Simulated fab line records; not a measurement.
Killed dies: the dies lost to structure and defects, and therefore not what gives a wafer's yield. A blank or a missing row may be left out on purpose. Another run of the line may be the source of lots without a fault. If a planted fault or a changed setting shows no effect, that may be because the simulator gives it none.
Chamber matching || flow gf180mcu || rieDiel-03 running GF_V5_ETCH_16: 4 sister chambers
The step etches BARC in N2/H2. 8 wafers are shown with their chamber, then 9 later ones without.

WAFERS WITH THEIR CHAMBER
{"wafer": "L084.2", "chamber": 0, "drypumpMotorCurrentA (A)": 6.7, "h2FlowSccm (sccm)": 199.4}
{"wafer": "L087.2", "chamber": 2, "drypumpMotorCurrentA (A)": 5.3, "h2FlowSccm (sccm)": 200.5}
{"wafer": "L087.5", "chamber": 1, "drypumpMotorCurrentA (A)": 5.9, "h2FlowSccm (sccm)": 200.6}
{"wafer": "L090.1", "chamber": 1, "drypumpMotorCurrentA (A)": 5.9, "h2FlowSccm (sccm)": 200.0}
{"wafer": "L090.2", "chamber": 2, "drypumpMotorCurrentA (A)": 5.3, "h2FlowSccm (sccm)": 200.1}
{"wafer": "L094.2", "chamber": 3, "drypumpMotorCurrentA (A)": 6.0, "h2FlowSccm (sccm)": 199.9}
{"wafer": "L094.5", "chamber": 0, "drypumpMotorCurrentA (A)": 6.6, "h2FlowSccm (sccm)": 200.8}
{"wafer": "L094.6", "chamber": 3, "drypumpMotorCurrentA (A)": 6.0, "h2FlowSccm (sccm)": 200.2}

WAFERS WHOSE CHAMBER IS MISSING
{"wafer": "L095.1", "drypumpMotorCurrentA (A)": 6.0, "h2FlowSccm (sccm)": 199.8}
{"wafer": "L095.3", "drypumpMotorCurrentA (A)": 5.9, "h2FlowSccm (sccm)": 199.7}
{"wafer": "L095.5", "drypumpMotorCurrentA (A)": 5.9, "h2FlowSccm (sccm)": 200.8}
{"wafer": "L096.1", "drypumpMotorCurrentA (A)": 5.3, "h2FlowSccm (sccm)": 200.7}
{"wafer": "L096.2", "drypumpMotorCurrentA (A)": 6.5, "h2FlowSccm (sccm)": 199.2}
{"wafer": "L096.6", "drypumpMotorCurrentA (A)": 6.1, "h2FlowSccm (sccm)": 200.1}
{"wafer": "L097.3", "drypumpMotorCurrentA (A)": 6.0, "h2FlowSccm (sccm)": 200.7}
{"wafer": "L097.4", "drypumpMotorCurrentA (A)": 6.6, "h2FlowSccm (sccm)": 200.5}
{"wafer": "L097.5", "drypumpMotorCurrentA (A)": 5.3, "h2FlowSccm (sccm)": 200.0}

WHICH CHAMBER EACH WENT THROUGH
{"wafer": "L095.1", "from the rows above": 3, "in truth": 3}
{"wafer": "L095.3", "from the rows above": "can't be placed: 1 or 3", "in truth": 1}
{"wafer": "L095.5", "from the rows above": 1, "in truth": 1}
{"wafer": "L096.1", "from the rows above": 2, "in truth": 2}
{"wafer": "L096.2", "from the rows above": 0, "in truth": 0}
{"wafer": "L096.6", "from the rows above": 3, "in truth": 3}
{"wafer": "L097.3", "from the rows above": "can't be placed: 3 or 1", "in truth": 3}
{"wafer": "L097.4", "from the rows above": 0, "in truth": 0}
{"wafer": "L097.5", "from the rows above": 2, "in truth": 2}
7 of 9 placed correctly. Can't be placed from these rows: 2 (the true chamber is among the candidates in 2). Wrongly placed: 0.
How it was worked out, from the rows above alone: a wafer's distance from a chamber is the root of the sum, over the readings, of the square of ((its reading less the chamber's mean) divided by the reading's scatter). The wafer belongs to the nearest chamber; if the next one is less than 2 further off, it can't be placed. For every chamber, the mean is computed from those of its wafers that are shown. The scatter: take each reading less its chamber's mean, square it, sum over the shown wafers, divide by the number of wafers less the number of chambers, and take the root.
